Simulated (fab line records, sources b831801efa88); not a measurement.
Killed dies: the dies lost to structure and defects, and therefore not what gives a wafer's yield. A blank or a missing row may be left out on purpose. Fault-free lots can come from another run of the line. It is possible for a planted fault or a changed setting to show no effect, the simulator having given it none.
fab line records	flow sfq-line
record lots=6	wafers=17	last-day=92
route steps=325 shown M1@58
lots untouched by any fault: they come from a run of this same line in which no faults occurred
start-h: hours from the record's opening day to when the first of the lot's shown wafers began	wait-h: hours from the lot's prior step to this one	" identical to the entry in the row above	L1.1+2: a row that stands for several wafers	- no value, or no start given	* or withheld: withheld	< > ~ a bound
route shown NAME@n: a module of which the file shows steps, and the number in the route of the first	usual: the fault-free wafers' mean and standard deviation	same: alike in all rows	chamber/n: place in a boat	sites: the reading at each site	_std_site: the values' standard deviation	_edge_site: outer sites' mean less inner sites'	radius-mm: how far each site lies from the wafer's centre	mask NAME#n: copy n	behind: the last tool/chamber to shape the wafer	hold: the reason the lot was held/the length of the hold in hours/how it ended	device: transistor that didn't switch, given as n, p or np	end of line: the same wafers' tests at the end of the route	for a step that has no rows: nothing shown but its recipe	killed: dies lost to structure and defects at the first sort, not the wafer's yield	map: the dies of a wafer, with x for killed, . for not killed, _ for no die there
set.NAME: the setting as run; set.NAME@STEP: as run at that earlier step	model.NAME: the simulator's own value behind a step, which no gauge read
a table for each step, a row for each wafer; lots at some steps of the route
services: the hour from which a tool's chamber was out of use, counted from the record's first day as start-h (under 0 if before that day), plus the number of hours and why
## steps
# step SFQ_TRILAYER_M1_DEP_PRE_CLEAN_038
# recipe gas=Ar	time-s=22.5	bias-v=250
# step SFQ_TRILAYER_M1_DEP_SPUTTER_037
# recipe material=Nb	base-pressure-pa=1.33e-06	chamber-pressure-pa=0.1333	substrate-temp-c=20	resputter-cathode-voltage-v=400	target-thk-nm=200	power-w=2000	time-s=133.3
# usual base-pressure-pa=1.33e-06/8.8e-08	throttle-valve-pct=30.4/1
lot.wafer	tool	chamber	start-h	wait-h	base-pressure-pa	throttle-valve-pct
L296.2	pvd-sputter-04	-	222.04	0.0	1.4e-06	31.1
L296.3	"	-	"	"	1.29e-06	30.9
L296.6	"	-	"	"	1.31e-06	28.9
L297.1	pvd-sputter-04	-	225.04	0.0	1.33e-06	29.3
L297.2	"	-	"	"	1.39e-06	31.3
L297.5	"	-	"	"	1.31e-06	31.1
L302.4	pvd-sputter-04	-	250.68	0.0	1.38e-06	30.9
L302.6	"	-	"	"	1.37e-06	31.2
L311.2	pvd-sputter-05	-	317.43	0.0	1.22e-06	31.2
L311.3	"	-	"	"	1.39e-06	28.4
L311.6	"	-	"	"	1.3e-06	30.7
L316.1	pvd-sputter-04	-	347.53	0.0	1.25e-06	30.9
L316.2	"	-	"	"	1.31e-06	29.1
L316.6	"	-	"	"	1.34e-06	29.1
L317.1	pvd-sputter-04	-	355.90	0.0	1.3e-06	28.8
L317.4	"	-	"	"	1.35e-06	31.6
L317.6	"	-	"	"	1.28e-06	30.8
# step SFQ_M1_RS_MEAS_909
# recipe thk-meas-gauge=four-point-probe	reads=Nb_of_TRILAYER_M1_DEP_SPUTTER_037
# usual M1_NB_RS=0.888/0.0087
lot.wafer	tool	chamber	start-h	wait-h	M1_NB_RS[ohm/sq]
L296.2	film-metro-01	-	222.15	0.1	0.879
L296.3	"	-	"	"	0.872
L296.6	"	-	"	"	0.880
L297.1	film-metro-03	-	225.13	0.0	0.892
L297.2	"	-	"	"	0.878
L297.5	"	-	"	"	0.882
L302.4	film-metro-01	-	250.83	0.1	0.881
L302.6	"	-	"	"	0.889
L311.2	film-metro-01	-	317.54	0.1	0.889
L311.3	"	-	"	"	0.884
L311.6	"	-	"	"	0.898
L316.1	film-metro-01	-	347.62	0.0	0.902
L316.2	"	-	"	"	0.907
L316.6	"	-	"	"	0.907
L317.1	film-metro-04	-	356.00	0.0	0.900
L317.4	"	-	"	"	0.894
L317.6	"	-	"	"	0.896
# step SFQ_TRILAYER_M1_LITHO_COAT_044
# recipe resist=BARC	spin-rpm=3000	resist-thk-nm=62
# step SFQ_TRILAYER_M1_LITHO_COAT_039
# recipe resist=KrF	spin-rpm=3000	resist-thk-nm=600
# step SFQ_TRILAYER_M1_LITHO_SOFTBAKE_043
# recipe temp-c=withheld	time-s=withheld	resist=KrF
# step SFQ_TRILAYER_M1_LITHO_EXPOSE_040
# recipe mask-id=M1	na=0.6	source-shape=conventional	sigma-outer=0.65	target-cd-nm=500	dose-mj=14.4
# step SFQ_TRILAYER_M1_LITHO_PEB_042
# recipe peb-temp-c=115	peb-time-s=60	resist=KrF
# step SFQ_TRILAYER_M1_LITHO_DEVELOP_041
# recipe time-s=60	resist=KrF
# step SFQ_M1_OVL_MEAS_911
# usual M1_OVL=0/4.6
lot.wafer	tool	chamber	start-h	wait-h	M1_OVL[nm]
L296.2	overlay-01	-	300.84	0.1	-6
L296.3	"	-	"	"	-4
L296.6	"	-	"	"	-5
L297.1	overlay-02	-	305.64	0.1	-1
L297.2	"	-	"	"	-2
L297.5	"	-	"	"	-1
L302.4	overlay-01	-	336.85	0.1	3
L302.6	"	-	"	"	-5
L311.2	overlay-01	-	418.34	0.1	0
L311.3	"	-	"	"	0
L311.6	"	-	"	"	-2
L316.1	overlay-01	-	456.29	0.1	3
L316.2	"	-	"	"	7
L316.6	"	-	"	"	9
L317.1	overlay-02	-	467.09	0.1	-7
L317.4	"	-	"	"	-8
L317.6	"	-	"	"	-10
# step SFQ_TRILAYER_M1_BARC_OPEN_METAL_ETCH_054
# recipe mask-material=PR	chemistry=O2	target-depth-nm=125	target=BARC	icp-w=600	bias-w=80	pressure-mtorr=10	time-s=41.7
# usual drypump-motor-current-A=5.8/0.33	oes-product-au=0.685/0.0045	run-length-s=70.0/0.77
lot.wafer	tool	chamber	start-h	wait-h	drypump-motor-current-A	oes-product-au	rf-hours-counter-h	run-length-s
L296.2	rie-metal-04	0	300.87	0.0	5.8	0.683	10	69.3
L296.3	"	0	"	"	5.8	0.680	-	69.5
L296.6	"	1	"	"	6.1	0.678	-	70.4
L297.1	rie-metal-04	0	305.67	0.0	5.8	0.685	12	69.4
L297.2	"	1	"	"	6.2	0.687	170	70.6
L297.5	"	0	"	"	5.8	0.681	-	69.2
L302.4	rie-metal-04	1	336.89	0.0	6.2	0.685	-	70.4
L302.6	"	1	"	"	6.2	0.685	-	70.5
L311.2	rie-metal-02	0	418.39	0.0	5.5	0.687	-	69.9
L311.3	"	0	"	"	5.5	0.688	-	70.0
L311.6	"	0	"	"	5.5	0.678	-	69.6
L316.1	rie-metal-04	1	456.32	0.0	6.2	0.686	8	71.1
L316.2	"	0	"	"	5.8	0.686	42	69.5
L316.6	"	1	"	"	6.2	0.681	-	70.4
L317.1	rie-metal-02	0	467.12	0.0	5.5	0.681	177	69.9
L317.4	"	1	"	"	6.3	0.681	-	70.1
L317.6	"	1	"	"	6.3	0.687	-	70.1
# step SFQ_TRILAYER_M1_ETCH_METAL_ETCH_042
# recipe target=Nb	stop-on=SiO2	mask-material=PR	chemistry=Cl2/Ar	target-depth-nm=240	icp-w=600	bias-w=80	pressure-mtorr=10	time-s=120
# usual drypump-motor-current-A=5.8/0.33	oes-product-au=0.895/0.0069	run-length-s=148.4/0.78
lot.wafer	tool	chamber	start-h	wait-h	drypump-motor-current-A	oes-product-au	rf-hours-counter-h	run-length-s	model.KrF_of_TRILAYER_M1_LITHO_COAT_039.thk-nm
L296.2	rie-metal-04	0	300.93	0.0	5.7	0.901	10	147.5	378.7
L296.3	"	0	"	"	5.8	0.904	-	147.8	377.7
L296.6	"	1	"	"	6.2	0.897	-	148.8	381.3
L297.1	rie-metal-04	0	305.73	0.0	5.8	0.896	12	147.5	377
L297.2	"	1	"	"	6.2	0.989	170	138.9	391.1
L297.5	"	0	"	"	5.8	0.904	-	147.6	377.6
L302.4	rie-metal-04	1	336.97	0.1	6.2	0.986	-	138.7	393
L302.6	"	1	"	"	6.2	0.897	-	148.7	379.7
L311.2	rie-metal-02	0	418.53	0.1	5.5	0.894	-	148.3	387.8
L311.3	"	0	"	"	5.5	0.894	-	147.9	389.9
L311.6	"	0	"	"	5.5	0.896	-	148.5	388.5
L316.1	rie-metal-04	1	456.38	0.0	6.2	0.881	8	148.9	380.4
L316.2	"	0	"	"	5.7	0.882	42	147.5	378.5
L316.6	"	1	"	"	6.1	0.888	-	148.8	379.3
L317.1	rie-metal-02	0	467.18	0.0	5.5	0.885	177	147.9	387.3
L317.4	"	1	"	"	6.3	0.892	-	148.6	381
L317.6	"	1	"	"	6.3	0.899	-	148.6	379.9
# step SFQ_TRILAYER_M1_STRIP_STRIP_043
# recipe gas=O2	power-w=200	platen-temp-c=40	overash-fraction=0.65	chemistry=O2	pressure-mtorr=50
# usual drypump-motor-current-A=5.8/0.33	oes-product-au=1.002/0.011
lot.wafer	tool	chamber	start-h	wait-h	drypump-motor-current-A	oes-product-au	rf-hours-counter-h
L296.2	rie-metal-04	0	301.06	0.1	5.8	1.011	11
L296.3	"	0	"	"	5.8	1.008	-
L296.6	"	1	"	"	6.2	1.004	-
L297.1	rie-metal-04	0	305.86	0.1	5.8	1.019	12
L297.2	"	1	"	"	6.2	0.996	170
L297.5	"	0	"	"	5.8	1.016	-
L302.4	rie-metal-04	1	337.26	0.2	6.2	1.009	-
L302.6	"	1	"	"	6.2	1.007	-
L311.2	rie-metal-02	0	418.94	0.4	5.4	0.980	-
L311.3	"	0	"	"	5.4	0.985	-
L311.6	"	0	"	"	5.4	0.976	-
L316.1	rie-metal-04	1	456.51	0.1	6.1	1.023	8
L316.2	"	0	"	"	5.8	1.018	42
L316.6	"	1	"	"	6.2	1.015	-
L317.1	rie-metal-02	0	467.31	0.1	5.5	0.980	177
L317.4	"	1	"	"	6.3	0.993	-
L317.6	"	1	"	"	6.3	0.995	-
## services
tool	chamber	start-h	hours	kind
rie-metal-04	0	208.05	-	clean
rie-metal-04	0	208.05	35.7	scheduled-down
rie-metal-04	0	208.05	35.7	vent-cycle
pvd-sputter-05	-	232.17	2.6	repair
rie-metal-02	1	238.73	-	clean
rie-metal-02	1	238.73	27.1	scheduled-down
rie-metal-02	1	238.73	27.1	vent-cycle
pvd-sputter-05	2	267.68	-	consumable-replace:kit
pvd-sputter-05	2	267.68	18.0	scheduled-down
pvd-sputter-05	2	267.68	18.0	vent-cycle
rie-metal-04	0	268.14	3.3	repair
pvd-sputter-04	-	304.76	3.1	repair
pvd-sputter-04	-	315.67	7.1	repair
pvd-sputter-04	-	326.06	0.6	repair
rie-metal-04	-	361.65	2.7	repair
rie-metal-04	1	394.83	-	clean
rie-metal-04	1	394.83	21.9	scheduled-down
rie-metal-04	1	394.83	21.9	vent-cycle
pvd-sputter-04	-	407.56	5.7	repair
rie-metal-02	1	412.77	21.5	repair
pvd-sputter-04	0	435.06	-	consumable-replace:kit
pvd-sputter-04	0	435.06	18.0	scheduled-down
pvd-sputter-04	0	435.06	18.0	vent-cycle
rie-metal-04	-	445.59	0.4	repair
## key
first-sign step=SFQ_TRILAYER_M1_ETCH_METAL_ETCH_042	reading=oes-product-au	direction=up	sigmas=14	usual=0.895	struck=0.987
effect step=SFQ_TRILAYER_M1_ETCH_METAL_ETCH_042	reading=run-length-s	direction=down	sigmas=12	usual=*	struck=*
model-effect step=SFQ_TRILAYER_M1_ETCH_METAL_ETCH_042	value=KrF_of_TRILAYER_M1_LITHO_COAT_039.thk-nm	without=380.3	struck=392
met-at SFQ_TRILAYER_M1_ETCH_METAL_ETCH_042
struck-wafers L297.2,L302.4
onset-between 300.93 305.73
fault kind=process-parameter-drift	tool=rie-metal-04	chamber=-	onset-h=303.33	steps=SFQ_TRILAYER_M1_ETCH_METAL_ETCH_042	channel=time-s	offset=*	shape=step	end-h=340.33	scope=struck-wafers-only	acts-in=*	stated=*
